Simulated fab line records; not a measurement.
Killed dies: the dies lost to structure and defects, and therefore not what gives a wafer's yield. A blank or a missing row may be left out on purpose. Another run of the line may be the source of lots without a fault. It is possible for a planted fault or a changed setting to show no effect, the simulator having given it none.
Tool commonality check + flow gf180mcu + 12 lots, 36 wafers sampled

REASON FOR OPENING
Of 12 lots, 2 have the reading POLY_GATE_CVD_00_THK flagged at GF_POLY_GATE_THK_MEAS_01. Fault-free wafers read 199.8 nm, with a standard deviation of 2.
Rule: a lot gets a flag if all its wafers with a number sit over 4 standard deviations from that mean, or if no wafer of it has a number. As for the other lots, they are considered sound.

| lot  | measured     | on            | POLY_GATE_CVD_00_THK (nm), wafer by wafer | flag    |
|------|--------------|---------------|-------------------------------------------|---------|
| L118 | day 8 11:10  | film-metro-01 | 203.8 202.6 203.6                         |         |
| L119 | day 8 20:58  | film-metro-02 | 200.5 201.2 201.1                         |         |
| L120 | day 9 03:07  | film-metro-03 | 199.1 197.7 198.4                         |         |
| L122 | day 9 18:34  | film-metro-03 | 199.8 199.5 200.2                         |         |
| L125 | day 10 18:30 | film-metro-02 | 183.8 184.3 183.3                         | FLAGGED |
| L127 | day 11 05:40 | film-metro-01 | 181.9 182.9 184.6                         | FLAGGED |
| L133 | day 13 06:35 | film-metro-03 | 200.1 197.8 197.3                         |         |
| L134 | day 13 09:47 | film-metro-02 | 200.0 199.3 200.6                         |         |
| L135 | day 13 14:33 | film-metro-02 | 201.1 202.9 200.6                         |         |
| L139 | day 14 15:05 | film-metro-03 | 199.9 199.4 199.2                         |         |
| L140 | day 14 22:27 | film-metro-03 | 197.8 199.0 197.3                         |         |
| L141 | day 15 12:57 | film-metro-03 | 201.5 200.6 201.0                         |         |
The mean of the flagged lots' numbers is 183.5 nm, -16.3 nm from the usual (-8 standard deviations).

EACH LOT AND THE TOOL IT RAN ON
The record keeps 1 process step preceding the reading, out of 602 steps on the route. Read each cell as the tool, then ch plus the chambers that the sampled wafers visited, then the start.
| lot  | flag    | GF_POLY_GATE_CVD_00         |
|------|---------|-----------------------------|
| L118 |         | lpcvd-01 ch 0, day 8 09:50  |
| L119 |         | lpcvd-02 ch 1, day 8 19:37  |
| L120 |         | lpcvd-02 ch 0, day 9 01:46  |
| L122 |         | lpcvd-02 ch 1, day 9 17:14  |
| L125 | FLAGGED | lpcvd-02 ch 0, day 10 17:10 |
| L127 | FLAGGED | lpcvd-02 ch 0, day 11 04:18 |
| L133 |         | lpcvd-01 ch 0, day 13 05:15 |
| L134 |         | lpcvd-01 ch 0, day 13 08:28 |
| L135 |         | lpcvd-01 ch 1, day 13 13:12 |
| L139 |         | lpcvd-02 ch 1, day 14 13:45 |
| L140 |         | lpcvd-02 ch 0, day 14 21:07 |
| L141 |         | lpcvd-02 ch 0, day 15 11:36 |
These steps, and what they do:
- GF_POLY_GATE_CVD_00: deposits poly-Si, target thk 200 nm, time 1200 s.
- GF_POLY_GATE_THK_MEAS_01

FLAGGED AGAINST TOTAL, ONE TOOL AT A TIME (gauges that did the reading follow at the end)
| step                     | tool          | lots run | flagged | share of the flagged lots | sound lots run after its first flagged lot |
|--------------------------|---------------|----------|---------|---------------------------|--------------------------------------------|
| GF_POLY_GATE_CVD_00      | lpcvd-01      | 4        | 0       | none                      | -                                          |
| GF_POLY_GATE_CVD_00      | lpcvd-02      | 8        | 2       | all                       | 3 (L139,L140,L141)                         |
| GF_POLY_GATE_THK_MEAS_01 | film-metro-01 | 2        | 1       | some                      | 0                                          |
| GF_POLY_GATE_THK_MEAS_01 | film-metro-02 | 4        | 1       | some                      | 2 (L134,L135)                              |
| GF_POLY_GATE_THK_MEAS_01 | film-metro-03 | 6        | 0       | none                      | -                                          |

THE TABLE: WHAT IT ALLOWS
Rows of the table that ran each flagged lot: 1, that is lpcvd-02 at GF_POLY_GATE_CVD_00.
- lpcvd-02 at GF_POLY_GATE_CVD_00 ran 8 lots, 2 of them flagged. After the first flagged lot (L139, L140, L141), sound lots still ran on it; a lasting fault on the whole tool would not permit that. Its own readings lie more than 4 standard deviations out on every wafer of the flagged lots: susceptor-temp-C.
No row of the table ran every flagged lot and no sound lot after the first.

WHAT THE SIMULATOR HAD INSERTED
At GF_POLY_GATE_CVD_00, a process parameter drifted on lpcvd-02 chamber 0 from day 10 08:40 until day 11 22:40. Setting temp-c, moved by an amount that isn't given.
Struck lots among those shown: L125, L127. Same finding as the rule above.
